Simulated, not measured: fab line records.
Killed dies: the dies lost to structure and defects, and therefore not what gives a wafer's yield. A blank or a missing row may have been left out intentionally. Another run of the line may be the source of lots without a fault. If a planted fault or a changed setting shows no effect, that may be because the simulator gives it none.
Matching of chambers ; flow sky130 ; SKY_POLY_CUT_ETCH_10 on rieDiel-03: 4 sister chambers
The step etches BARC in N2/H2, stops on SiO2, time 45.9 s, target depth 60 nm. 14 wafers are shown with their chamber, then 7 later ones without.

== EACH WAFER AND ITS CHAMBER ==
wafer;chamber;drypumpMotorCurrentA (A);throttleValvePct (%);n2FlowSccm (sccm)
L078.2;0;5.9;13.222;99.64
L078.3;1;5.7;13.209;100.25
L078.4;2;5.3;13.236;100.10
L079.3;0;5.9;13.216;99.81
L079.4;0;5.9;13.229;99.98
L079.5;2;5.3;13.222;99.87
L081.1;0;5.9;13.246;99.66
L081.2;1;5.7;13.213;100.11
L081.3;3;5.6;13.228;100.07
L082.2;1;5.7;13.215;100.16
L082.4;0;5.9;13.225;100.25
L082.6;3;5.7;13.218;99.81
L083.1;2;5.3;13.229;100.39
L083.3;0;5.9;13.216;100.16

SIGNATURES (means of the wafers above)
reading;chamber 0;chamber 1;chamber 2;chamber 3;scatter within a chamber
drypumpMotorCurrentA;5.900;5.700;5.300;5.650;0.0224
throttleValvePct;13.22567;13.21233;13.22900;13.22300;0.0089
n2FlowSccm;99.9167;100.1733;100.1200;99.9400;0.225
Rule: for each reading, subtract the chamber's mean from the wafer's reading, divide by that reading's scatter and square the result; add these up over the readings and take the root, which gives the wafer's distance from the chamber. If the next closest chamber is less than 2 further off than the closest, the wafer can't be placed; otherwise it belongs to the closest. The scatter: the root of (the sum of the squares of (reading less its chamber's mean) over the shown wafers, divided by (wafers less chambers)).

== WAFERS MISSING THEIR CHAMBER ==
wafer;drypumpMotorCurrentA (A);throttleValvePct (%);n2FlowSccm (sccm)
L083.5;5.7;13.209;99.92
L091.1;5.9;13.211;99.80
L091.2;5.7;13.229;100.44
L091.4;5.9;13.218;100.03
L092.1;5.7;13.219;100.59
L092.2;5.9;13.222;99.76
L092.3;5.7;13.221;100.36

== WHICH CHAMBER EACH WENT THROUGH ==
wafer;from the rows above;in truth
L083.5;can't be placed: 1 or 3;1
L091.1;0;0
L091.2;can't be placed: 1 or 3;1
L091.4;0;0
L092.1;can't be placed: 1 or 3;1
L092.2;0;0
L092.3;can't be placed: 1 or 3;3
3 of 7 placed correctly. From these rows, 4 cannot be placed; in 4 the true chamber is one of the candidates. Placed wrongly: 0.
